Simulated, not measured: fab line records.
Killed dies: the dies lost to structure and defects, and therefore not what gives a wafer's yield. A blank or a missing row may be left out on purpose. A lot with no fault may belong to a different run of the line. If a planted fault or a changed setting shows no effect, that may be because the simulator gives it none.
What tool caused it?    flow sky130    12 lots (36 wafers sampled), 1 step of a 708-step route

== WHAT THE GAUGES READ, wafer by wafer ==
SKY_SPACER_THK_MEAS_01.
lot   measured      on            SPACER_CVD_00_THK (nm)
L075  day 23 09:50  filmMetro-01  43.6 43.3 43.7
L077  day 23 21:50  filmMetro-04  42.6 42.4 42.4
L079  day 24 16:13  filmMetro-01  43.3 43.8 43.4
L081  day 25 14:01  filmMetro-02  42.4 43.0 43.2
L083  day 26 07:11  filmMetro-04  42.9 42.8 43.0
L085  day 27 01:15  filmMetro-04  42.9 43.4 43.1
L087  day 27 14:03  filmMetro-01  42.3 42.4 42.3
L089  day 28 09:03  filmMetro-04  42.9 42.8 42.9
L091  day 29 00:42  filmMetro-04  43.3 43.7 43.6
L093  day 29 20:31  filmMetro-02  42.9 43.0 42.9
L095  day 30 14:07  filmMetro-01  42.8 42.9 42.6
L097  day 31 01:43  filmMetro-02  43.1 43.4 43.4

== WHAT TOOL EACH LOT RAN ON (gives the tool, then ch and the chambers of the sampled wafers, and finally the start) ==
There is no process step in the record ahead of these readings.

== THE ANSWER, worked out from the rows above alone ==
Rule: the usual values come from the lots themselves. The widest of any qualifying gaps counts: lots, ordered by their means at a reading, are off when they make up no more than a third of the lots, leave a main group of 4 or more, and stand apart from it by 3 or more times the standard deviation of that group's means. A main group whose means are all the same, to the digits that the tables above print for the reading, isn't used. Also off: a lot with no number at a reading for which 4 or more lots have one. All remaining lots with rows at the step are treated as sound.
None of the lots is off at any reading shown; this tells nothing.

== WHAT HAD BEEN PUT IN BY THE SIMULATOR ==
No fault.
